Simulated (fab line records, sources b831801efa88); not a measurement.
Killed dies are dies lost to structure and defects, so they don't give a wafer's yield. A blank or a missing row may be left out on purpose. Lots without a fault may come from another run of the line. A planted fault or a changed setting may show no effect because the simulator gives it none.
Problem report in the 8D (eight disciplines) form, filled by code | flow gf180mcu | the parts of the form that need people (team, actions taken, sign-off) are left out

1. THE PROBLEM
beam_energy_keV at GF_MVPSD_IMPLANT_09 reads a mean of 37.588 on 6 wafers of 2 lots; wafers without a fault read 40.003 with a standard deviation of 0.011. That is -99 or more standard deviations from the usual mean.
First seen on wafer L615.1, day 6 11:56, on implanter-03. The record holds 42 wafers of 14 lots with a number at this step. Rule for "out", or "out of limits": more than 4 standard deviations from the usual mean. The other wafers with a number count as sound.

2. WHAT IT IS AND WHAT IT IS NOT
question                    | is                     | is not
which readings at this step | beam_energy_keV        | -
which lots                  | L615, L617             | L612, L613, L614, L621, L626, L628, L629, L630, L631, L632, L633, L634
which wafers of those lots  | all that have a number | -
read on which tools         | implanter-03           | implanter-02, implanter-04
when                        | from day 6 11:56       | up to then (9 sound wafers); but 27 sound wafers of L621, L626, L628, L629, L630, L631, L632, L633, L634 came after

3. SUSPECTS, AND WHAT RULES EACH OUT
Counting: a tool at a process step up to the reading stays a suspect if it ran every lot that is out and no sound lot after the first of them.
- implanter-03 at GF_MVPSD_IMPLANT_09: ruled out as a lasting fault. Sound lots L630, L631, L632, L633, L634 ran on it after its first lot that is out, L615 (day 6 11:56).
Left after counting: nothing in the record.

4. THE CAUSE (what the simulator had put in)
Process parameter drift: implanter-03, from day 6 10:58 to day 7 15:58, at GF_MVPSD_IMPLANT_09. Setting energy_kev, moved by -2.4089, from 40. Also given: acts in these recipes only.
Counting ruled it out, wrongly.

5. THE CHAIN OF EFFECTS, in route order
Each row: a reading whose mean over the struck wafers that have a number lies more than 3 standard deviations from the usual. Only readings for which the record gives a usual standard deviation are gone through. hours: the time from each lot's start at the first step in this table that gives one to its start at this step, as a median over the lots. sigmas: the change in usual standard deviations.
hours | step                | reading         | usual  | on struck wafers | change | sigmas
0     | GF_MVPSD_IMPLANT_09 | beam_energy_keV | 40.003 | 37.588           | -2.415 | -99 or more
The process steps in it:
- GF_MVPSD_IMPLANT_09

6. WHAT WOULD HAVE CAUGHT IT SOONER
In this record the first reading out of limits was taken at day 6 11:56, 1 hour after the fault began at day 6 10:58.
